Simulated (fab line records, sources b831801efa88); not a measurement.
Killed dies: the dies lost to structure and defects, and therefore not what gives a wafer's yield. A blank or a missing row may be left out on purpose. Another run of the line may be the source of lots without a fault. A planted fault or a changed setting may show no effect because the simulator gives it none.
A struck lot beside a sound one	flow sky130	17 steps out of a route of 708
Sound: these wafers, L360.2, L360.3, L360.5. Struck: wafer L351.3 (left out: L351.6, a lot-mate that was not struck); the cause follows at the end.
At each step with rows: each side's tool, then ch and its chambers, then its first start. Under that, the readings that differ: sound wafers	struck wafers	difference of the means	sigmas: that difference in standard deviations of wafers without a fault.
alike: a reading whose means differ by less than 2 such deviations, as well as words and numbers matching on both sides. not compared: withheld readings; readings where some wafer has no value; bounds like >300 that might hide an equal value; numbers whose values overlap and for which the record gives no deviation.
The two part at a step that has a row with sigmas, a row that says differs or no value, or rows on one side only. When numbers do not overlap yet have no deviation, they are printed without sigmas and do not part them. Lack of a reading on every wafer of one side parts them only where that side has two or more wafers.

SKY_LI_CONTACT_CMP_02: polishes PSG.
  sound on cmp-01 ch 0,2,3, day 34 14:17; struck on cmp-02 ch 2, day 31 04:25
  alike: head_pressure_psi, motor_current_A, time_to_endpoint_s
SKY_LI_CONTACT_BOW_MEAS_03:
  sound on film_metro-02 at day 34 14:36; struck on film_metro-02 at day 31 04:40
  alike: LI_CONTACT_BOW
then, 8 steps without rows for these wafers: SKY_LI_CONTACT_DEHYDRATE_04 (time 60 s); SKY_LI_CONTACT_HMDS_05 (prime time 60 s); SKY_LI_CONTACT_COAT_06 (resist thk 60 nm); SKY_LI_CONTACT_COAT_07 (resist thk 450 nm); SKY_LI_CONTACT_SOFTBAKE_08 (time 90 s); SKY_LI_CONTACT_EXPOSE_09 (exposes mask LICM1, target cd 170 nm); SKY_LI_CONTACT_PEB_10; SKY_LI_CONTACT_DEVELOP_11 (develop time 60 s).
SKY_LI_CONTACT_CD_MEAS_12: target cd 170 nm.
  sound on cd_sem-02 at day 35 16:53; struck on cd_sem-02 at day 32 08:14
  alike: cd_nm
SKY_LI_CONTACT_OVL_MEAS_13:
  sound on overlay-01 at day 35 17:00; struck on overlay-02 at day 32 08:20
  alike: LI_CONTACT_OVL
SKY_LI_CONTACT_ETCH_14: etches BARC in N2/H2, stops on SiO2, time 45.9 s, target depth 60 nm.
  sound on rie_diel-04 ch 1,2, day 35 17:02; struck on rie_diel-01 ch 3, day 32 08:21
reading	sound	struck	difference	sigmas
oes_product_au (a.u.)	0.853 0.851 0.855	0.984	+0.131	+27
run_length_s (s)	73.3 74.9 75.0	34.7	-39.7	-67
model.etch.depth_nm (nm)	59.73 60.02 60.05	10.72	-49.21	
model.KrF-thick_of_LI_CONTACT_COAT_07.thk_nm (nm)	391.2 392 391.6	430.3	+38.7	
model.LI_CONTACT.cd_nm (nm)	168.2 168.5 167.3	162.5	-5.5	
  alike: drypump_motor_current_A, throttle_valve_pct
  not compared: rf_hours_counter_h
SKY_LI_CONTACT_ETCH_15: etches PSG in C4F8/O2/Ar, stops on Si, target depth 600 nm.
  sound on rie_diel-04 ch 1,2, day 35 17:04; struck on rie_diel-01 ch 3, day 32 08:23
reading	sound	struck	difference	sigmas
model.KrF-thick_of_LI_CONTACT_COAT_07.thk_nm (nm)	231.3 230.3 232.4	272.3	+41.0	
model.LI_CONTACT.cd_nm (nm)	168.7 168.5 167.1	162.3	-5.8	
  alike: oes_product_au
SKY_LI_CONTACT_STRIP_16: strips in O2/N2.
  sound on plasma_asher-03 ch 0,1, day 35 17:10; struck on plasma_asher-04 ch 1, day 32 08:31
reading	sound	struck	difference	sigmas
oes_product_au (a.u.)	0.377 0.369 0.374	0.385	+0.012	+2
strip_time_to_endpoint_s (s)	3.49 3.49 3.51	3.94	+0.44	+14
  alike: drypump_motor_current_A
  not compared: rf_hours_counter_h
then, 1 step without rows for these wafers: SKY_LI_CONTACT_CLEAN_17 (cleans in NMP, time 600 s).
-- here the record skips 16 days between the struck wafers' starts before and after, leaving off in module LI_CONTACT and picking up in module PAD_OPEN (first step shown: number 708 of the route) --
SKY_PAD_OPEN_PROBE_99:
  sound on prober-01 at day 50 11:17; struck on prober-01 at day 48 02:52
reading	sound	struck	difference	sigmas
killed_at_M4_up	1 1 3	7	+5	+3
killed_short	25 36 41	52	+18	+3
model.etest.licon_pdiff.rc_ohm	597.5 589.2 630.9	781.5	+175.6	
model.etest.pfet_01v8.r_on_ohm_um	2822 2804 2861	3009	+180	
model.etest.pfet_g5v0d10v5.r_on_ohm_um	4640 4598 4669	4857	+221	
model.etest.nfet_g5v0d10v5.r_on_ohm_um	1844 1842 1862	1995	+146	
model.etest.nfet_01v8.r_on_ohm_um	817 815.2 828.3	931.1	+110.9	
model.etest.licon_ndiff.rc_ohm	188.8 182.1 193.1	291.6	+103.6	
model.etest.licon_high_po.rc_ohm	355 353.9 361.6	458.9	+102.1	
model.etest.sonos_uncharged.r_on_ohm_um	809.7 803.4 815.7	913.1	+103.5	
  alike: killed_at_M0_to_M3, killed_at_contacts, killed_at_front_end, killed_at_other, killed_dies, killed_open

WHERE THEY PART
First at SKY_LI_CONTACT_ETCH_14; last, within this record, at SKY_PAD_OPEN_PROBE_99.

WHY: the cause the simulator had injected
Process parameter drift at SKY_LI_CONTACT_ETCH_14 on rie_diel-01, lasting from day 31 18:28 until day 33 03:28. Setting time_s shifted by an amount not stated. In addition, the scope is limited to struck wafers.
